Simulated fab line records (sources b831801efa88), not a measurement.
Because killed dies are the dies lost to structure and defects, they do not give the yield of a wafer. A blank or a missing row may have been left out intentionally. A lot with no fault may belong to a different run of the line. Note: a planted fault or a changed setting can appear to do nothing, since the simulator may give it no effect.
The same fault as seen by 2 desks || flow gf180mcu || what lay behind the numbers comes last; until then each desk has only its own

THE METROLOGY DESK
What the gauges read, lot by lot, whatever tool the lot ran on: means of the sampled wafers that have a number. If a lot's mean is further than 4 standard deviations from the usual mean, the lot is out of limits and carries the mark OUT (the distance appears in the brackets).
Columns: A = cd nm at GF_M2_CD_MEAS_14, usual 280.1 nm
{"lot": "L354", "first seen here": "day 18 21:40", "A": 277.8}
{"lot": "L355", "first seen here": "day 19 13:15", "A": 281.1}
{"lot": "L357", "first seen here": "day 20 02:48", "A": 279.6}
{"lot": "L358", "first seen here": "day 20 18:59", "A": 280.8}
{"lot": "L359", "first seen here": "day 21 01:23", "A": 280.3}
{"lot": "L361", "first seen here": "day 22 03:31", "A": 280.6}
{"lot": "L362", "first seen here": "day 22 03:57", "A": 280.3}
{"lot": "L363", "first seen here": "day 22 10:56", "A": 278.0}
{"lot": "L364", "first seen here": "day 23 01:05", "A": 280.3}
{"lot": "L365", "first seen here": "day 23 10:17", "A": 281.5}
{"lot": "L366", "first seen here": "day 23 18:05", "A": 279.3}
{"lot": "L373", "first seen here": "day 25 21:52", "A": "261.4 (-16) OUT"}
{"lot": "L375", "first seen here": "day 26 13:06", "A": "252.8 (-23) OUT"}
{"lot": "L377", "first seen here": "day 27 03:53", "A": 282.8}
Finding of this desk: L373, L375 out of limits; the first was L373 at day 25 21:52, on cd nm at GF_M2_CD_MEAS_14. L354, L355, L357, L358, L359, L361, L362, L363, L364, L365, L366, L377: within limits.

DESK OF THE TOOL OWNER: krf scanner-02
The tool's own readings at GF_M2_EXPOSE_11 (exposes mask Metal2, target cd 280 nm): means of the sampled wafers that have a number, for each lot that ran on this tool. If a lot's mean is further than 4 standard deviations from the usual mean, the lot is out of limits and carries the mark OUT (the distance appears in the brackets).
Columns: A = exposure dose mJ cm2 at GF_M2_EXPOSE_11, usual 28.354
{"lot": "L355", "first seen here": "day 19 01:13", "A": 28.363}
{"lot": "L358", "first seen here": "day 20 07:16", "A": 28.344}
{"lot": "L359", "first seen here": "day 20 13:12", "A": 28.364}
{"lot": "L361", "first seen here": "day 21 15:30", "A": 28.349}
{"lot": "L363", "first seen here": "day 21 23:35", "A": 28.375}
{"lot": "L364", "first seen here": "day 22 13:18", "A": 28.363}
{"lot": "L365", "first seen here": "day 22 22:43", "A": 28.317}
{"lot": "L366", "first seen here": "day 23 06:34", "A": 28.305}
{"lot": "L373", "first seen here": "day 25 11:06", "A": "27.289 (-39) OUT"}
{"lot": "L375", "first seen here": "day 26 03:09", "A": "26.481 (-69) OUT"}
Finding of this desk: L373, L375 out of limits; the first was L373 at day 25 11:06, on exposure dose mJ cm2 at GF_M2_EXPOSE_11. L355, L358, L359, L361, L363, L364, L365, L366: within limits.

TAKEN TOGETHER
An alarm could have come from the tool owner's desk at day 25 11:06, on L373, L375.
The metrology desk could have raised an alarm at day 25 21:52, on L373, L375.
Every lot named ran GF_M2_EXPOSE_11 on krf scanner-02.

WHAT THE SIMULATOR PUT IN
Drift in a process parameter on krf scanner-02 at GF_M2_EXPOSE_11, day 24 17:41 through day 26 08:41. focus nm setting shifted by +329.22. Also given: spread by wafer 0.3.
Struck lots among those shown: L373, L375.
Counting hours from when the fault started, the first reading out of limits came at 17 for the tool owner's desk and at 28 for the metrology desk.
